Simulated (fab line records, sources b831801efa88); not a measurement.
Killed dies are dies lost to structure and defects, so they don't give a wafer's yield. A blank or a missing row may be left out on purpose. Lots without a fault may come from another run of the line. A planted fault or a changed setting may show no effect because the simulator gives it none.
One fault seen from 2 desks | flow sfq_line | each desk has only its own numbers; what lay behind them comes last

THE TOOL OWNER'S DESK: pvd_sputter-03
The tool's own readings at SFQ_TRILAYER_M7_DEP_SPUTTER_175 (material Nb, target thk 200 nm, time 133.3 s): means of the sampled wafers that have a number, for each lot that ran on this tool. A lot is out of limits, marked OUT, if its mean lies more than 4 standard deviations from the usual mean; the brackets give that distance.
Columns: A = base_pressure_pa at SFQ_TRILAYER_M7_DEP_SPUTTER_175, usual 1.34e-06 Pa; B = throttle_valve_pct at SFQ_TRILAYER_M7_DEP_SPUTTER_175, usual 29.9 %
lot  | first seen here | A        | B
L157 | day 77 22:34    | 1.37e-06 | 29.4
L159 | day 81 13:35    | 1.34e-06 | 29.9
L161 | day 81 18:23    | 1.33e-06 | 29.8
L163 | day 84 00:52    | 1.36e-06 | 29.3
L167 | day 84 14:05    | 1.38e-06 | 29.7
This desk's finding: nothing out of limits on any of the 5 lots.

THE METROLOGY DESK
What the gauges read, lot by lot, whatever tool the lot ran on: means of the sampled wafers that have a number. A lot is out of limits, marked OUT, if its mean lies more than 4 standard deviations from the usual mean; the brackets give that distance.
Columns: A = M7_NB_RS at SFQ_M7_RS_MEAS_943, usual 0.887 ohm/sq
lot  | first seen here | A
L152 | day 73 12:52    | 0.912
L155 | day 77 11:45    | 0.883
L156 | day 77 21:29    | 0.879
L157 | day 77 22:40    | 0.884
L158 | day 81 10:06    | 0.890
L159 | day 81 13:43    | 0.887
L161 | day 81 18:31    | 0.868
L163 | day 84 00:58    | 0.889
L167 | day 84 14:11    | 0.734 (-14) OUT
L168 | day 84 15:49    | 0.886
L169 | day 84 18:51    | 0.886
L172 | day 85 08:10    | 0.895
L174 | day 85 10:32    | 0.891
This desk's finding: out of limits on L167; first on L167, day 84 14:11 (M7_NB_RS at SFQ_M7_RS_MEAS_943). In limits: L152, L155, L156, L157, L158, L159, L161, L163, L168, L169, L172, L174.

PUT TOGETHER
The metrology desk could have raised an alarm at day 84 14:11, on L167.
The tool owner's desk saw nothing out of limits.
The tool owner's desk has L167 on record, within its limits.
Of the lots named, all ran SFQ_TRILAYER_M7_DEP_SPUTTER_175 on pvd_sputter-03.

WHAT THE SIMULATOR HAD PUT IN
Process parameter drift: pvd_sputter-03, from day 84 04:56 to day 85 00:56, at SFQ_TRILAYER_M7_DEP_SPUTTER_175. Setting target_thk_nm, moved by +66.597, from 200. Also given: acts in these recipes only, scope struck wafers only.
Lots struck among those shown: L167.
Hours from the fault's start to each desk's first reading out of limits: the metrology desk, 9.
